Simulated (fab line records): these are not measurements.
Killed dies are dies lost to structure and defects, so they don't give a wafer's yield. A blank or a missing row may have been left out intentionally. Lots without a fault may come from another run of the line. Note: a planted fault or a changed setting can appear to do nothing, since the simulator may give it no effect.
fab line records	flow sky130
[record] lots = 6	wafers = 18	last_day = 50
route steps=708 shown POLY_CUT@314 SD_P@320 PAD_OPEN@708
lots that met no fault: taken from a fault-free run of the same line
start_h: start of the lot's first displayed wafer, in hours after the record's first day	wait_h: hours since the lot's step before	" same as the row above	L1.1+2: one row covering several wafers at once	- no value present, or no start provided	* or withheld: withheld	< > ~ a bound
route shown NAME@n: names a module that has steps shown in the file, with the first one's number in the route	usual: mean/standard deviation of fault-free wafers	same: alike in all rows	chamber/n: place in a boat	sites: the reading at each site	_std_site: how widely they spread, as a standard deviation	_edge_site: mean of outer sites minus mean of inner sites	radius_mm: for every site, how far away it sits from the centre of the wafer	mask NAME#n: copy n	behind: the most recent tool/chamber to have shaped the wafer	hold: reason for holding the lot/hours on hold/outcome of the hold	device: transistor that didn't switch, given as n, p or np	end of line: the tests these same wafers got at the end of their route	step lacking rows: just its recipe	killed: dies that structure and defects cost at the first sort, which is not the same as the wafer's yield	map: shows each die of a wafer: x if killed, . if not, _ if none is there
set.NAME: the setting the step ran with; set.NAME@STEP: the setting that earlier step ran with	model.NAME: the simulator's own value behind a step, which no gauge read
a table for each step, a row for each wafer; lots at some steps of the route
services: a tool's chamber out of use, with start hour (start_h, from the record's first day; less than 0 if before it), hours out, and reason
[[steps]]
[step SKY_POLY_CUT_DEVELOP_07]
[recipe] develop_time_s = 60	resist = KrF-thick	dev_temp_c = 21
[step SKY_POLY_CUT_CD_MEAS_08]
[recipe] target_cd_nm = 270
[usual] cd_nm = 270.0/1.5
lot.wafer	tool	chamber	start_h	wait_h	cd_nm
L158.1	cd_sem-01	-	594.12	-	268.3
L158.3	"	-	"	"	269.2
L158.4	"	-	"	"	268.6
L165.1	cd_sem-02	-	662.69	-	270.1
L165.3	"	-	"	"	272.9
L165.6	"	-	"	"	273.1
L169.1	cd_sem-01	-	683.34	-	270.7
L169.3	"	-	"	"	271.2
L169.4	"	-	"	"	270.1
L172.3	cd_sem-02	-	706.06	-	267.3
L172.5	"	-	"	"	268.4
L172.6	"	-	"	"	266.7
L176.1	cd_sem-01	-	726.67	-	270.0
L176.4	"	-	"	"	270.7
L176.5	"	-	"	"	270.6
L177.2	cd_sem-02	-	737.79	-	268.9
L177.4	"	-	"	"	268.4
L177.5	"	-	"	"	267.6
[step SKY_POLY_CUT_OVL_MEAS_09]
[usual] POLY_CUT_OVL = 0/5.1
lot.wafer	tool	chamber	start_h	wait_h	POLY_CUT_OVL[nm]
L158.1	overlay-02	-	594.24	0.1	-1
L158.3	"	-	"	"	3
L158.4	"	-	"	"	4
L165.1	overlay-01	-	662.81	0.1	-5
L165.3	"	-	"	"	-4
L165.6	"	-	"	"	-4
L169.1	overlay-02	-	683.46	0.1	-6
L169.3	"	-	"	"	-3
L169.4	"	-	"	"	-1
L172.3	overlay-01	-	706.15	0.1	-8
L172.5	"	-	"	"	-12
L172.6	"	-	"	"	-1
L176.1	overlay-01	-	726.79	0.1	-1
L176.4	"	-	"	"	-1
L176.5	"	-	"	"	3
L177.2	overlay-02	-	737.90	0.1	1
L177.4	"	-	"	"	8
L177.5	"	-	"	"	-4
[step SKY_POLY_CUT_ETCH_10]
[recipe] chemistry = N2/H2	target = BARC	ion_energy_ev = 200	source_w = 500	bias_w = 100	pressure_mtorr = 30	n2_flow_sccm = 100	h2_flow_sccm = 200	stop_on = SiO2	time_s = 45.9	target_depth_a = 600
[usual] drypump_motor_current_A = 5.7/0.5	oes_product_au = 0.854/0.0048	throttle_valve_pct = 13.224/0.0089
lot.wafer	tool	chamber	start_h	wait_h	drypump_motor_current_A	oes_product_au	rf_hours_counter_h	throttle_valve_pct
L158.1	rie_diel-03	1	594.28	0.0	6.3	0.852	56	13.230
L158.3	"	3	"	"	5.5	0.854	34	13.228
L158.4	"	0	"	"	5.4	0.850	15	13.220
L165.1	rie_diel-01	0	662.84	0.0	4.9	0.859	3	13.211
L165.3	"	1	"	"	5.6	0.852	18	13.235
L165.6	"	1	"	"	5.6	0.865	-	13.240
L169.1	rie_diel-03	2	683.49	0.0	5.5	0.856	48	13.228
L169.3	"	1	"	"	6.3	0.852	58	13.210
L169.4	"	3	"	"	5.5	0.859	37	13.212
L172.3	rie_diel-01	3	706.18	0.0	5.9	0.849	5	13.224
L172.5	"	0	"	"	4.8	0.848	-	13.221
L172.6	"	3	"	"	5.9	0.847	-	13.219
L176.1	rie_diel-04	2	726.83	0.0	5.5	0.853	4	13.227
L176.4	"	0	"	"	4.9	0.861	-	13.223
L176.5	"	2	"	"	5.5	0.853	-	13.216
L177.2	rie_diel-01	3	737.93	0.0	5.8	0.846	6	13.229
L177.4	"	0	"	"	4.8	0.859	4	13.215
L177.5	"	3	"	"	5.8	0.867	-	13.212
[step SKY_POLY_CUT_ETCH_11]
[recipe] target = Si3N4	chemistry = CF4/CH2F2/Ar	stop_on = poly-Si	source_w = 600	bias_w = 150	pressure_mtorr = 40	cf4_flow_sccm = 40	ch2f2_flow_sccm = 20	Ar_flow_sccm = 150	time_s = 42.5	target_depth_a = 600
[usual] drypump_motor_current_A = 5.7/0.5	oes_product_au = 0.830/0.0068	throttle_valve_pct = 14.994/0.0087
lot.wafer	tool	chamber	start_h	wait_h	drypump_motor_current_A	oes_product_au	rf_hours_counter_h	throttle_valve_pct
L158.1	rie_diel-03	1	594.32	0.0	6.3	0.823	56	15.005
L158.3	"	3	"	"	5.5	0.832	34	14.998
L158.4	"	0	"	"	5.5	0.832	15	14.988
L165.1	rie_diel-01	0	662.88	0.0	4.8	0.829	3	15.000
L165.3	"	1	"	"	5.6	0.825	18	15.009
L165.6	"	1	"	"	5.6	0.846	-	14.984
L169.1	rie_diel-03	2	683.53	0.0	5.4	0.834	48	14.999
L169.3	"	1	"	"	6.3	0.834	58	14.982
L169.4	"	3	"	"	5.5	0.825	37	15.008
L172.3	rie_diel-01	3	706.22	0.0	5.8	0.842	5	14.994
L172.5	"	0	"	"	4.9	0.828	-	14.995
L172.6	"	3	"	"	5.9	0.823	-	15.000
L176.1	rie_diel-04	2	726.87	0.0	5.5	0.831	4	14.983
L176.4	"	0	"	"	4.9	0.829	-	14.997
L176.5	"	2	"	"	5.5	0.830	-	14.995
L177.2	rie_diel-01	3	737.97	0.0	5.9	0.843	6	14.989
L177.4	"	0	"	"	4.8	0.839	5	15.001
L177.5	"	3	"	"	5.9	0.832	-	14.999
[step SKY_POLY_CUT_STRIP_12]
[recipe] chemistry = O2/N2	power_w = 1400	pressure_mtorr = 1500	platen_temp_c = withheld	o2_flow_sccm = 3000	n2_flow_sccm = 300	overash_fraction = 0.5
[usual] drypump_motor_current_A = 5.9/0.49	oes_product_au = 0.451/0.0048	strip_time_to_endpoint_s = 5.346/0.018
lot.wafer	tool	chamber	start_h	wait_h	drypump_motor_current_A	oes_product_au	rf_hours_counter_h	strip_time_to_endpoint_s
L158.1	plasma_asher-01	0	594.36	0.0	5.6	0.460	92	5.367
L158.3	"	1	"	"	6.0	0.446	-	5.347
L158.4	"	0	"	"	5.6	0.446	-	5.336
L165.1	plasma_asher-01	0	662.92	0.0	5.6	0.451	99	5.361
L165.3	"	0	"	"	5.5	0.455	-	5.389
L165.6	"	0	"	"	5.6	0.451	-	5.371
L169.1	plasma_asher-03	1	683.57	0.0	6.6	0.442	53	5.359
L169.3	"	0	"	"	5.5	0.456	-	5.344
L169.4	"	1	"	"	6.6	0.451	-	5.351
L172.3	plasma_asher-03	1	706.29	0.1	6.6	0.450	-	5.373
L172.5	"	1	"	"	6.6	0.450	-	5.360
L172.6	"	0	"	"	5.5	0.450	-	5.364
L176.1	plasma_asher-01	0	726.91	0.0	5.5	0.456	105	5.330
L176.4	"	1	"	"	6.0	0.457	-	5.340
L176.5	"	0	"	"	5.6	0.454	-	5.327
L177.2	plasma_asher-02	1	738.01	0.0	5.4	0.450	32	5.330
L177.4	"	1	"	"	5.4	0.451	-	5.349
L177.5	"	0	"	"	6.3	0.452	-	5.340
[step SKY_SD_P_DEHYDRATE_00]
[recipe] temp_c = 200	time_s = 60
[step SKY_SD_P_HMDS_01]
[recipe] prime_time_s = 60	prime_temp_c = 120
[step SKY_SD_P_COAT_02]
[recipe] resist = NOVOLAK	spin_rpm = 3000	resist_thk_nm = 1140
[step SKY_SD_P_SOFTBAKE_03]
[recipe] temp_c = 90	time_s = 60	resist = NOVOLAK
[step SKY_SD_P_EXPOSE_04]
[recipe] mask_id = PSDM	na = 0.6	source_shape = conventional	sigma_outer = 0.6	polarization = unpolarized	target_cd_nm = 380	dose_mj = 138
[step SKY_SD_P_PEB_05]
[recipe] temp_c = withheld	time_s = *	resist = NOVOLAK
[step SKY_SD_P_DEVELOP_06]
[recipe] resist = NOVOLAK	developer = TMAH	develop_time_s = 60	dev_temp_c = 23
[usual] developer_temp_C = 22.99/0.11
lot.wafer	tool	chamber	start_h	wait_h	developer_temp_C
L158.1	litho_track-03	0	622.89	0.1	23.00
L158.3	"	0	"	"	23.01
L158.4	"	0	"	"	22.88
L165.1	litho_track-03	0	690.89	0.1	22.97
L165.3	"	0	"	"	22.78
L165.6	"	0	"	"	23.03
L169.1	litho_track-03	0	711.34	0.1	23.75
L169.3	"	0	"	"	23.81
L169.4	"	0	"	"	23.73
L172.3	litho_track-03	0	734.29	0.1	23.53
L172.5	"	0	"	"	23.71
L172.6	"	0	"	"	23.67
L176.1	litho_track-01	0	753.88	0.1	22.91
L176.4	"	0	"	"	23.15
L176.5	"	0	"	"	23.08
L177.2	litho_track-01	0	764.75	0.1	23.13
L177.4	"	0	"	"	23.29
L177.5	"	0	"	"	22.97
[step SKY_SD_P_CD_MEAS_07]
[recipe] target_cd_nm = 380
[usual] cd_nm = 380.7/2.7
lot.wafer	tool	chamber	start_h	wait_h	cd_nm
L158.1	cd_sem-02	-	623.04	0.1	380.8
L158.3	"	-	"	"	378.1
L158.4	"	-	"	"	381.4
L165.1	cd_sem-01	-	691.04	0.1	381.5
L165.3	"	-	"	"	379.6
L165.6	"	-	"	"	380.2
L169.1	cd_sem-02	-	711.49	0.1	382.9
L169.3	"	-	"	"	381.1
L169.4	"	-	"	"	382.5
L172.3	cd_sem-02	-	734.43	0.1	381.1
L172.5	"	-	"	"	381.1
L172.6	"	-	"	"	379.8
L176.1	cd_sem-02	-	754.03	0.1	378.7
L176.4	"	-	"	"	379.6
L176.5	"	-	"	"	382.2
L177.2	cd_sem-02	-	764.93	0.2	379.8
L177.4	"	-	"	"	376.5
L177.5	"	-	"	"	377.7
[step SKY_PAD_OPEN_PROBE_99]
[usual] killed_at_M0_to_M3 = 43/7.3	killed_at_M4_up = 3.2/1.8	killed_at_contacts = 24/5.8	killed_at_front_end = 16/4.5	killed_at_other = 0.3/0.53	killed_dies = 87/9.9	killed_open = 48/6.8	killed_short = 39/6.9
[same] gross_dies = 492	killed_at_back_side = 0
lot.wafer	tool	chamber	start_h	wait_h	killed_at_M0_to_M3	killed_at_M4_up	killed_at_contacts	killed_at_front_end	killed_at_other	killed_dies	killed_open	killed_short
L158.1	prober-02	-	1100.81	0.1	53	2	19	15	0	89	48	41
L158.3	prober-02	-	1100.91	0.2	50	6	23	26	0	105	46	59
L158.4	prober-02	-	1100.96	0.2	52	2	24	16	0	94	51	43
L165.1	prober-01	-	1144.89	0.1	32	5	15	15	0	67	33	34
L165.3	prober-01	-	1144.99	0.2	39	6	23	16	1	85	49	36
L165.6	prober-01	-	1145.14	0.2	35	4	24	14	0	77	43	34
L169.1	prober-02	-	1158.26	0.1	48	2	16	27	1	94	49	45
L169.3	prober-02	-	1158.36	0.2	49	2	17	16	0	84	37	47
L169.4	prober-02	-	1158.41	0.2	53	7	28	12	0	100	46	54
L172.3	prober-01	-	1173.33	0.2	43	3	23	19	1	89	60	29
L172.5	prober-01	-	1173.43	0.2	54	3	26	23	0	106	52	54
L172.6	prober-01	-	1173.48	0.2	34	3	23	14	0	74	48	26
L176.1	prober-01	-	1184.83	0.1	39	0	35	15	0	89	49	40
L176.4	prober-01	-	1184.98	0.2	56	1	17	19	0	93	54	39
L176.5	prober-01	-	1185.03	0.2	48	2	26	15	0	91	52	39
L177.2	prober-02	-	1193.20	0.1	58	5	33	21	0	117	61	56
L177.4	prober-02	-	1193.30	0.2	42	3	13	17	0	75	49	26
L177.5	prober-02	-	1193.35	0.2	34	3	19	14	0	70	37	33
// killed by level:class
L158.1 VIA1:geometric_particle:open=10 METAL2:geometric_particle:short=10 LI_CONTACT:geometric_particle:open=9 METAL1:geometric_particle:short=8 VIA2:geometric_particle:open=8 VIA3:geometric_particle:open=6 CONTACT:geometric_particle:open=5 FIELD_ISO:geometric_particle:short=4
L158.3 METAL2:geometric_particle:short=11 FIELD_ISO:geometric_particle:open=8 VIA1:geometric_particle:open=7 LI_CONTACT:geometric_particle:open=7 FIELD_ISO:geometric_particle:short=6 CONTACT:geometric_particle:open=6 VIA2:geometric_particle:open=6 METAL1:geometric_particle:short=5
L158.4 VIA1:geometric_particle:open=14 METAL2:geometric_particle:short=12 CONTACT:geometric_particle:open=7 POLY_GATE:geometric_particle:open=6 LI_CONTACT:geometric_particle:open=6 FIELD_ISO:geometric_particle:short=5 LOCAL_INTERCONNECT:geometric_particle:short=5 VIA1:geometric_particle:short=5
L165.1 FIELD_ISO:geometric_particle:open=6 CONTACT:geometric_particle:open=6 POLY_GATE:geometric_particle:short=5 VIA1:geometric_particle:open=5 VIA2:geometric_particle:open=5 VIA2:geometric_particle:short=5 VIA3:geometric_particle:open=4 METAL1:geometric_particle:short=4
L165.3 VIA1:geometric_particle:open=15 CONTACT:geometric_particle:open=10 FIELD_ISO:geometric_particle:open=6 VIA2:geometric_particle:open=5 FIELD_ISO:geometric_particle:short=4 VIA1:geometric_particle:short=4 LI_CONTACT:geometric_particle:open=4 CONTACT:geometric_particle:short=4
L165.6 VIA2:geometric_particle:open=8 LI_CONTACT:geometric_particle:open=8 CONTACT:geometric_particle:open=8 METAL1:geometric_particle:short=6 VIA1:geometric_particle:open=5 POLY_GATE:geometric_particle:short=4 LI_CONTACT:geometric_particle:short=4 METAL2:geometric_particle:short=4
L169.1 VIA2:geometric_particle:open=11 VIA1:geometric_particle:open=11 FIELD_ISO:geometric_particle:short=9 FIELD_ISO:geometric_particle:open=9 METAL2:geometric_particle:short=8 METAL1:geometric_particle:short=7 LI_CONTACT:geometric_particle:open=6 VIA2:geometric_particle:short=4
L169.3 METAL1:geometric_particle:short=12 VIA1:geometric_particle:short=8 FIELD_ISO:geometric_particle:open=7 CONTACT:geometric_particle:open=7 VIA1:geometric_particle:open=6 FIELD_ISO:geometric_particle:short=5 METAL2:geometric_particle:short=5 VIA2:geometric_particle:open=5
L169.4 VIA1:geometric_particle:open=12 METAL1:geometric_particle:short=9 CONTACT:geometric_particle:short=9 VIA1:geometric_particle:short=9 CONTACT:geometric_particle:open=7 VIA2:geometric_particle:open=6 LI_CONTACT:geometric_particle:open=5 METAL2:geometric_particle:short=5
L172.3 CONTACT:geometric_particle:open=13 VIA1:geometric_particle:open=10 VIA2:geometric_particle:open=8 VIA3:geometric_particle:open=7 FIELD_ISO:geometric_particle:short=6 FIELD_ISO:geometric_particle:open=5 LI_CONTACT:geometric_particle:open=5 POLY_GATE:geometric_particle:open=4
L172.5 VIA1:geometric_particle:open=13 METAL2:geometric_particle:short=8 LI_CONTACT:geometric_particle:open=7 METAL1:geometric_particle:short=7 POLY_GATE:geometric_particle:open=6 LOCAL_INTERCONNECT:geometric_particle:short=6 SPACER:geometric_particle:short=5 CONTACT:geometric_particle:open=5
L172.6 VIA2:geometric_particle:open=9 CONTACT:geometric_particle:open=9 FIELD_ISO:geometric_particle:open=7 METAL1:geometric_particle:short=7 VIA1:geometric_particle:open=6 LOCAL_INTERCONNECT:geometric_particle:short=5 VIA3:geometric_particle:open=5 POLY_GATE:geometric_particle:short=3
L176.1 CONTACT:geometric_particle:open=12 VIA1:geometric_particle:open=10 LI_CONTACT:geometric_particle:open=8 METAL2:geometric_particle:short=8 LOCAL_INTERCONNECT:geometric_particle:short=7 CONTACT:geometric_particle:short=7 POLY_GATE:geometric_particle:open=5 VIA2:geometric_particle:open=4
L176.4 VIA1:geometric_particle:open=15 VIA3:geometric_particle:open=12 FIELD_ISO:geometric_particle:short=6 FIELD_ISO:geometric_particle:open=6 VIA1:geometric_particle:short=6 VIA2:geometric_particle:open=6 LOCAL_INTERCONNECT:geometric_particle:short=5 CONTACT:geometric_particle:open=5
L176.5 VIA1:geometric_particle:open=12 LI_CONTACT:geometric_particle:open=7 CONTACT:geometric_particle:open=7 VIA3:geometric_particle:short=7 VIA2:geometric_particle:open=6 POLY_GATE:geometric_particle:open=4 LI_CONTACT:geometric_particle:short=4 METAL1:geometric_particle:open=4
L177.2 VIA1:geometric_particle:open=14 METAL2:geometric_particle:short=11 CONTACT:geometric_particle:open=10 LI_CONTACT:geometric_particle:open=9 METAL1:geometric_particle:short=7 POLY_GATE:geometric_particle:open=6 VIA3:geometric_particle:open=6 VIA2:geometric_particle:short=6
L177.4 VIA1:geometric_particle:open=16 POLY_GATE:geometric_particle:open=5 POLY_GATE:geometric_particle:short=5 VIA3:geometric_particle:open=5 CONTACT:geometric_particle:short=4 VIA2:geometric_particle:open=4 FIELD_ISO:geometric_particle:open=3 SPACER:geometric_particle:open=3
L177.5 LI_CONTACT:geometric_particle:open=7 CONTACT:geometric_particle:open=6 METAL2:geometric_particle:short=6 VIA3:geometric_particle:open=6 FIELD_ISO:geometric_particle:short=5 VIA2:geometric_particle:open=5 POLY_GATE:geometric_particle:open=4 METAL1:geometric_particle:short=4
[[services]]
tool	chamber	start_h	hours	kind
rie_diel-01	3	574.32	22.6	repair
plasma_asher-02	-	575.95	0.7	repair
rie_diel-01	0	580.22	5.4	repair
rie_diel-04	-	607.47	0.2	repair
rie_diel-03	1	613.29	5.2	repair
plasma_asher-01	-	614.39	1.8	repair
rie_diel-01	2	623.51	-	clean
rie_diel-01	2	623.51	17.0	scheduled_down
rie_diel-01	2	623.51	17.0	vent_cycle
plasma_asher-01	-	623.51	2.8	pm
plasma_asher-03	-	652.74	2.7	repair
rie_diel-03	2	658.10	6.6	repair
rie_diel-01	0	664.33	1.2	repair
rie_diel-01	3	668.31	8.0	repair
rie_diel-04	0	691.05	2.4	repair
rie_diel-03	1	693.07	-	clean
rie_diel-03	1	693.07	18.7	scheduled_down
rie_diel-03	1	693.07	18.7	vent_cycle
rie_diel-04	-	694.11	0.1	repair
plasma_asher-01	-	697.48	1.6	repair
plasma_asher-03	-	701.12	5.1	repair
rie_diel-04	3	707.50	12.1	repair
plasma_asher-01	-	733.75	9.0	pm
rie_diel-03	2	750.15	-	clean
[[key]]
[first_sign] step = SKY_SD_P_DEVELOP_06	reading = developer_temp_C	direction = up	sigmas = 6.3	usual = *	struck = *
effect none on later readings
met_at SKY_SD_P_DEVELOP_06
struck_wafers L169.1,L169.3,L169.4,L172.3,L172.5,L172.6
tester_left_out L169,L172
[loop_trim] step = SKY_SD_P_EXPOSE_04	setting = dose	lots = L172
onset_between 690.89 711.34
[fault] kind = process_parameter_drift	tool = litho_track-03	chamber = -	onset_h = 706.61	steps = SKY_SD_P_DEVELOP_06	channel = dev_temp_c	offset = *	shape = step	end_h = 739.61	acts_in = *	stated = *
// tester_left_out: of these lots the tester's yield and bins aren't shown, on N5 and GAA mostly nor the transistor test; their killed dies are dies lost to structure and defects alone, not to doping, threshold or leakage, so they don't give the yield
// loop_trim: a control loop set the setting to another value than it would have without faults
